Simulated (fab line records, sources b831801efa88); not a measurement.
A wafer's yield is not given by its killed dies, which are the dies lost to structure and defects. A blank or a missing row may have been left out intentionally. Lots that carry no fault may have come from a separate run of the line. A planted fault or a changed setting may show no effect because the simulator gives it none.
The tool behind it: which one? | flow sky130 | 14 lots, 42 wafers sampled, at 2 steps of a route of 708

== WHAT THE GAUGES READ, wafer by wafer ==
The record holds no reading of a measuring or inspecting step that can be judged against a usual standard deviation.

== TOOL THAT RAN EACH LOT (tool first, then ch and the chambers of the sampled wafers, then the start) ==
lot  | SKY_GATE_OXIDE_OXIDATION_16   | SKY_PAD_OPEN_PROBE_99
L621 | furnace-02 ch 0, day 13 20:43 | -
L622 | furnace-02 ch 0, day 14 07:34 | -
L623 | furnace-01 ch 0, day 14 07:42 | -
L624 | furnace-01 ch 0, day 14 20:55 | -
L628 | furnace-01 ch 0, day 16 06:32 | -
L629 | furnace-01 ch 0, day 16 15:05 | -
L630 | furnace-02 ch 0, day 17 01:39 | -
L636 | furnace-02 ch 0, day 19 05:40 | -
L638 | furnace-01 ch 0, day 20 02:11 | prober-01, day 49 21:47
L640 | furnace-01 ch 0, day 20 12:08 | -
L641 | furnace-01 ch 0, day 21 01:17 | -
L642 | furnace-02 ch 0, day 21 09:42 | -
L643 | furnace-02 ch 0, day 21 16:56 | -
L644 | furnace-02 ch 0, day 21 22:59 | -
- SKY_GATE_OXIDE_OXIDATION_16: stabilise 600 s, purge 300 s, target thk 3.57 nm.
- SKY_PAD_OPEN_PROBE_99

== AS READ BY THE TOOLS THEMSELVES (means over the sampled wafers that have a number; for cases with no such wafer, the mark the record gives instead) ==
SKY_GATE_OXIDE_OXIDATION_16. Usual: spike_tc_centre_C 800.0 C, standard deviation 2; spike_tc_lower_C 800.9 C, standard deviation 1.3; zone_power_centre_pct 14.2 %, standard deviation 0.59; zone_power_lower_pct 16.6 %, standard deviation 1.5; zone_power_top_pct 23.63 %, standard deviation 0.27.
lot  | tool       | spike_tc_centre_C (C) | spike_tc_lower_C (C) | zone_power_centre_pct (%) | zone_power_lower_pct (%) | zone_power_top_pct (%) | flag
L621 | furnace-02 | 802.0                 | 800.9                | 14.7                      | 17.9                     | 23.80                  |
L622 | furnace-02 | 800.8                 | 801.0                | 14.6                      | 17.9                     | 23.85                  |
L623 | furnace-01 | 797.5                 | 801.5                | 13.5                      | 14.8                     | 23.53                  |
L624 | furnace-01 | 799.4                 | 802.3                | 13.6                      | 14.6                     | 23.55                  |
L628 | furnace-01 | 793.1                 | 847.6                | 7.4                       | 29.5                     | 23.19                  | OFF
L629 | furnace-01 | 792.5                 | 847.5                | 7.4                       | 29.9                     | 23.35                  | OFF
L630 | furnace-02 | 801.0                 | 799.4                | 14.7                      | 17.9                     | 23.88                  |
L636 | furnace-02 | 801.3                 | 799.8                | 14.6                      | 17.7                     | 23.77                  |
L638 | furnace-01 | 798.3                 | 802.1                | 13.6                      | 14.9                     | 23.60                  |
L640 | furnace-01 | 797.9                 | 801.9                | 13.5                      | 14.6                     | 23.44                  |
L641 | furnace-01 | 798.0                 | 801.1                | 13.5                      | 14.7                     | 23.52                  |
L642 | furnace-02 | 802.9                 | 800.4                | 14.7                      | 18.0                     | 23.81                  |
L643 | furnace-02 | 801.5                 | 800.2                | 14.7                      | 17.9                     | 23.64                  |
L644 | furnace-02 | 802.4                 | 800.3                | 14.6                      | 17.9                     | 23.70                  |

SKY_PAD_OPEN_PROBE_99. Usual: killed_at_M0_to_M3 42, standard deviation 7.3; killed_at_M4_up 3.2, standard deviation 1.8; killed_at_contacts 25, standard deviation 5.2; killed_at_front_end 15, standard deviation 4.6; killed_at_other 0.3, standard deviation 0.62; killed_dies 85, standard deviation 9.9; killed_open 46, standard deviation 7.1; killed_short 38, standard deviation 5.7.
lot  | tool      | killed_at_M0_to_M3 | killed_at_M4_up | killed_at_contacts | killed_at_front_end | killed_at_other | killed_dies | killed_open | killed_short | flag
L638 | prober-01 | 43                 | 5.7             | 28                 | 15                  | 0.0             | 91          | 49          | 42           |

== THE ANSWER, worked out from the rows above alone ==
Rule: take the mean of a lot's wafers that have a number; if it is more than 3 standard deviations from the usual mean, the lot is off. A lot without any number at a reading at which 4 lots or more have one is off too. Any other lot the step has rows for is counted as sound. After the gauges, taken in route order, come the tools' own readings; for these a lot's mean is taken, as printed above. At the first step where some lot is off, the reading lying furthest off is the one used; lots without a number count as furthest.
Off at SKY_GATE_OXIDE_OXIDATION_16 (spike_tc_lower_C): L628, L629.
A tool fits if, at that step or a process step before it, it ran every lot that is off, and no sound lot after the first of them. None of those tried fits.

== WHAT THE SIMULATOR HAD PUT IN ==
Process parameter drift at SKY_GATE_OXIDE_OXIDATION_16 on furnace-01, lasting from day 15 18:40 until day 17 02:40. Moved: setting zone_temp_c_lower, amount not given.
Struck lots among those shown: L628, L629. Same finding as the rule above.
